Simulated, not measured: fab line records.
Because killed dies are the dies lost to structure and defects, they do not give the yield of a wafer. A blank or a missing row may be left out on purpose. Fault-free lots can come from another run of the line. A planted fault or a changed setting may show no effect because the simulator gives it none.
Comparing a struck lot with a sound one || flow sky130 || 21 out of 708 route steps
Sound: the wafers L345.4, L345.5, L345.6. Struck: wafer L351.4. (L351.1, L351.5 of the same lot were not struck and are left out.) The cause comes at the end.
For every step that has rows: the tool of each side, followed by ch and its chambers, followed by its first start. Under that, the readings that differ: sound wafers || struck wafers || difference of the means || sigmas: that difference in standard deviations of wafers without a fault.
alike: words and numbers the same on both sides, and readings whose means are apart by under 2 such deviations; not compared: readings that were withheld, readings missing a value for some wafer, numbers with overlapping values and no deviation given by the record, and bounds like >300 which may hide the same value.
The two part at a step that has a row with sigmas, a row that says differs or no value, or rows on one side only. When numbers do not overlap yet have no deviation, they are printed without sigmas and do not part them. A reading missing from all wafers of one side parts the sides only when that side holds two or more wafers.

first, 4 steps without rows for these wafers: SKY_METAL3_STRIP_20 (strips in post etch residue remover, time 1200 s); SKY_METAL3_CLEAN_21 (cleans in IPA, time 180 s); SKY_METAL3_CLEAN_22 (cleans in O3/DIW); SKY_VIA3_HDPCVD_00 (deposits SiO2, target thk 1635 nm, time 272.5 s).
SKY_VIA3_THK_MEAS_01:
  sound on filmMetro-04, day 41 04:46; struck on filmMetro-03, day 41 13:38
  alike: VIA3_HDPCVD_THK
SKY_VIA3_CMP_02: polishes SiO2.
  sound on cmp-01 ch 0,1, day 41 04:51; struck on cmp-02 ch 3, day 41 13:42
{"reading": "slurryFlowMlMin", "sound": "150.4 149.9 149.7", "struck": 151.0, "difference": "+1.0", "sigmas": "+2"}
  alike: motorCurrentA
SKY_VIA3_BOW_MEAS_03:
  sound on filmMetro-04, day 41 05:10; struck on filmMetro-02, day 41 14:00
  alike: VIA3_BOW
then, 5 steps without rows for these wafers: SKY_VIA3_DEHYDRATE_04 (time 60 s); SKY_VIA3_HMDS_05 (prime time 60 s); SKY_VIA3_COAT_06 (resist thk 60 nm); SKY_VIA3_COAT_07 (resist thk 450 nm); SKY_VIA3_SOFTBAKE_08 (time 90 s).
SKY_VIA3_EXPOSE_09: exposes mask VIM3, target cd 200 nm.
  sound on krfScanner-01 ch 0, day 41 17:35; struck on krfScanner-01 ch 0, day 42 03:12
  alike: mask
then, 2 steps without rows for these wafers: SKY_VIA3_PEB_10; SKY_VIA3_DEVELOP_11 (develop time 60 s).
SKY_VIA3_CD_MEAS_12 targets a cd of 200 nm.
  sound on cdSem-02, day 42 06:29; struck on cdSem-02, day 42 15:52
{"reading": "cdNm (nm)", "sound": "201.3 200.6 201.0", "struck": 191.8, "difference": -9.2, "sigmas": -8}
SKY_VIA3_OVL_MEAS_13:
  sound on overlay-01, day 42 06:34; struck on overlay-02, day 42 15:59
  alike: VIA3_OVL
SKY_VIA3_ETCH_14: etches BARC in N2/H2, stops on SiO2, time 45.9 s, target depth 60 nm.
  sound on rieDiel-04 ch 0,1,2, day 42 06:35; struck on rieDiel-04 ch 1, day 42 16:02
{"reading": "oesProductAu (a.u.)", "sound": "0.855 0.854 0.861", "struck": 0.845, "difference": -0.012, "sigmas": -2}
{"reading": "model.VIA3.cdNm (nm)", "sound": "201.9 202 201.3", "struck": 192.4, "difference": -9.3, "sigmas": ""}
  alike: drypumpMotorCurrentA, throttleValvePct
  not compared: rfHoursCounterH
SKY_VIA3_ETCH_15: etches SiO2 in C4F8/O2/Ar, stops on TiN, target depth 507 nm, time 78 s.
  sound on rieDiel-04 ch 0,1,2, day 42 06:37; struck on rieDiel-04 ch 1, day 42 16:04
{"reading": "oesProductAu (a.u.)", "sound": "0.940 0.941 0.939", "struck": 0.951, "difference": "+0.011", "sigmas": "+2"}
{"reading": "model.VIA3.cdNm (nm)", "sound": "199.5 202.9 204.6", "struck": 197.3, "difference": -5.0, "sigmas": ""}
  not compared: rfHoursCounterH
SKY_VIA3_STRIP_16: strips in O2/N2.
  sound on plasmaAsher-04 ch 0,1, day 42 06:43; struck on plasmaAsher-03 ch 1, day 42 16:08
{"reading": "drypumpMotorCurrentA (A)", "sound": "5.80 5.78 5.81", "struck": 5.15, "difference": -0.65, "sigmas": -3}
  alike: oesProductAu, stripTimeToEndpointS
  not compared: rfHoursCounterH
-- the record jumps here: 6 days lie between the struck wafers' starts before and after (it left off in module VIA3 and takes up again in module PAD_OPEN, whose first step shown is number 708 of the route) --
SKY_PAD_OPEN_PROBE_99:
  sound on prober-02, day 48 10:15; struck on prober-02, day 48 17:44
{"reading": "killed_at_M0_to_M3", "sound": "53 43 49", "struck": 32, "difference": -16, "sigmas": -3}
{"reading": "killedShort", "sound": "46 35 40", "struck": 25, "difference": -15, "sigmas": -2}
{"reading": "sort_bin_6_memory (%)", "sound": "7.7 6.3 5.9", "struck": 3.9, "difference": -2.7, "sigmas": -2}
{"reading": "model.etest.via3Chain.rcOhm", "sound": "9.745 9.649 9.076", "struck": 9.958, "difference": "+0.468", "sigmas": ""}
  alike: defectLimitedYield, killed_at_M4_up, killedAtContacts, killedAtFrontEnd, killedAtOther, killedDies, killedOpen, sort_bin_3_pad_short, sort_bin_5_function, sortNPass, sortYieldPct

== WHERE THEY PART ==
Last at SKY_PAD_OPEN_PROBE_99 as far as this record goes, first at SKY_VIA3_CMP_02.

WHY: the cause the simulator had injected
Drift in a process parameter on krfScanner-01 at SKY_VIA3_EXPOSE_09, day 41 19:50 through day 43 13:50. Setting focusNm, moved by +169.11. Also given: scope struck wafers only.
